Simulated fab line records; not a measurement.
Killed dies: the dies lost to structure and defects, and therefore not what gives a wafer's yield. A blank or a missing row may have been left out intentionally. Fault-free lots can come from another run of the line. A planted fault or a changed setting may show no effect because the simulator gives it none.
Which tool was responsible? ; flow sky130 ; 11 lots with 33 wafers sampled at 5 steps, on a route of 708 steps

WHAT THE GAUGES SHOWED, per wafer
SKY_VIA1_BOW_MEAS_03. Usual: VIA1_BOW 80 um, standard deviation 7.1.
lot;measured;on;VIA1_BOW (um);flag
L220;day 32 20:25;film metro-01;74 74 82;
L222;day 33 16:14;film metro-04;76 82 89;
L223;day 34 04:19;film metro-04;78 85 90;
L232;day 37 09:41;film metro-02;77 82 82;
L234;day 38 00:15;film metro-04;88 85 68;
L235;day 38 06:10;film metro-04;82 83 74;
L237;day 38 09:17;film metro-01;84 81 90;
L239;day 39 00:28;film metro-02;74 81 81;
L240;day 39 17:15;film metro-02;80 91 80;
L243;day 40 00:19;film metro-02;72 87 68;
L242;day 40 01:19;film metro-02;79 76 78;

SKY_VIA1_RS_MEAS_22: uses a four-point probe to measure. Usual: VIA1_W_RS 0.430 ohm/sq, standard deviation 0.0049.
lot;measured;on;VIA1_W_RS (ohm/sq);flag
L220;day 33 23:46;film metro-02;0.428 0.433 0.433;
L222;day 34 20:01;film metro-01;0.432 0.438 0.437;
L223;day 35 08:11;film metro-04;0.427 0.427 0.423;
L232;day 38 12:25;film metro-02;0.454 0.455 0.449;OFF
L234;day 39 02:34;film metro-04;0.465 0.464 0.460;OFF
L235;day 39 07:50;film metro-04;0.431 0.425 0.434;
L237;day 39 11:13;film metro-04;0.426 0.421 0.429;
L239;day 40 02:00;film metro-02;0.434 0.423 0.431;
L240;day 40 18:59;film metro-02;0.437 0.435 0.424;
L243;day 41 04:25;film metro-01;0.425 0.430 0.425;
L242;day 41 04:28;film metro-02;0.432 0.430 0.430;

SKY_VIA1_THK_MEAS_23: measures by xrf. Usual: VIA1_W_THK 267 nm, standard deviation 3.8.
lot;measured;on;VIA1_W_THK (nm);flag
L220;day 33 23:53;film metro-02;265 263 261;
L222;day 34 20:08;film metro-01;269 265 265;
L223;day 35 08:19;film metro-04;269 270 273;
L232;day 38 12:31;film metro-02;251 251 253;OFF
L234;day 39 02:41;film metro-04;248 249 252;OFF
L235;day 39 07:56;film metro-04;267 273 267;
L237;day 39 11:19;film metro-04;271 275 271;
L239;day 40 02:07;film metro-02;264 272 267;
L240;day 40 19:06;film metro-02;263 263 271;
L243;day 41 04:31;film metro-01;268 263 269;
L242;day 41 04:35;film metro-02;261 262 263;

WHAT TOOL EACH LOT RAN ON (gives the tool, then ch and the chambers of the sampled wafers, and finally the start)
lot;SKY_CONTACT_SPUTTER_23;SKY_VIA1_CVD_21
L220;pvd sputter-03, day 31 14:55;cvd w-01 ch 0,1, day 33 23:41
L222;pvd sputter-03, day 32 11:05;cvd w-01 ch 0,1, day 34 19:56
L223;pvd sputter-04, day 32 23:55;cvd w-02 ch 0,1, day 35 08:06
L232;pvd sputter-03, day 36 04:45;cvd w-02 ch 0,1, day 38 12:19
L234;pvd sputter-03, day 36 19:59;cvd w-02 ch 0,1, day 39 02:28
L235;pvd sputter-04, day 37 02:35;cvd w-01 ch 0,1, day 39 07:44
L237;pvd sputter-03, day 37 04:34;cvd w-01 ch 0,1, day 39 11:07
L239;pvd sputter-01, day 37 20:25;cvd w-01 ch 0,1, day 40 01:53
L240;pvd sputter-01, day 38 13:57;cvd w-01 ch 0,1, day 40 18:53
L243;pvd sputter-03, day 38 21:24;cvd w-01 ch 0,1, day 41 04:18
L242;pvd sputter-03, day 38 22:24;cvd w-02 ch 0,1, day 41 04:22
- SKY_CONTACT_SPUTTER_23: material TiN, target thk 20 nm, time 80 s.
- SKY_VIA1_CVD_21: deposits W, target thk 270 nm, time 80.902 s.

WHAT THE TOOLS THEMSELVES READ (means of the sampled wafers that have a number; where no wafer has one, the mark that the record gives instead)
SKY_CONTACT_SPUTTER_23. Usual: throttle valve pct 29.9 %, standard deviation 0.78.
lot;tool;throttle valve pct (%);flag
L220;pvd sputter-03;29.8;
L222;pvd sputter-03;30.0;
L223;pvd sputter-04;29.8;
L232;pvd sputter-03;29.7;
L234;pvd sputter-03;29.6;
L235;pvd sputter-04;30.3;
L237;pvd sputter-03;30.2;
L239;pvd sputter-01;30.2;
L240;pvd sputter-01;29.8;
L243;pvd sputter-03;30.1;
L242;pvd sputter-03;30.2;

SKY_VIA1_CVD_21. Usual: heater power w 890 W, standard deviation 51.
lot;tool;heater power w (W);flag
L220;cvd w-01;855;
L222;cvd w-01;887;
L223;cvd w-02;926;
L232;cvd w-02;946;
L234;cvd w-02;927;
L235;cvd w-01;835;
L237;cvd w-01;821;
L239;cvd w-01;837;
L240;cvd w-01;843;
L243;cvd w-01;812;
L242;cvd w-02;950;

THE ANSWER, worked out from the rows above alone
Rule: lot off if the mean of its wafers having a number is beyond 3 standard deviations from the usual mean. Also off: a lot with no number at a reading for which 4 or more lots have one. The other lots that the step has rows for count as sound. After the gauges, taken in route order, come the tools' own readings; for these a lot's mean is taken, as printed above. At the first step where some lot is off, the reading lying furthest off is the one used; lots without a number count as furthest.
Off: L232, L234, seen at SKY_VIA1_RS_MEAS_22 (VIA1_W_RS).
If a tool, at a process step before that reading, ran all the lots that are off and no sound lot after the first of them, it fits. Those tools and the gauges at SKY_VIA1_RS_MEAS_22 are tried in the same way. None of those tried fits.

WHAT THE SIMULATOR HAD PUT IN
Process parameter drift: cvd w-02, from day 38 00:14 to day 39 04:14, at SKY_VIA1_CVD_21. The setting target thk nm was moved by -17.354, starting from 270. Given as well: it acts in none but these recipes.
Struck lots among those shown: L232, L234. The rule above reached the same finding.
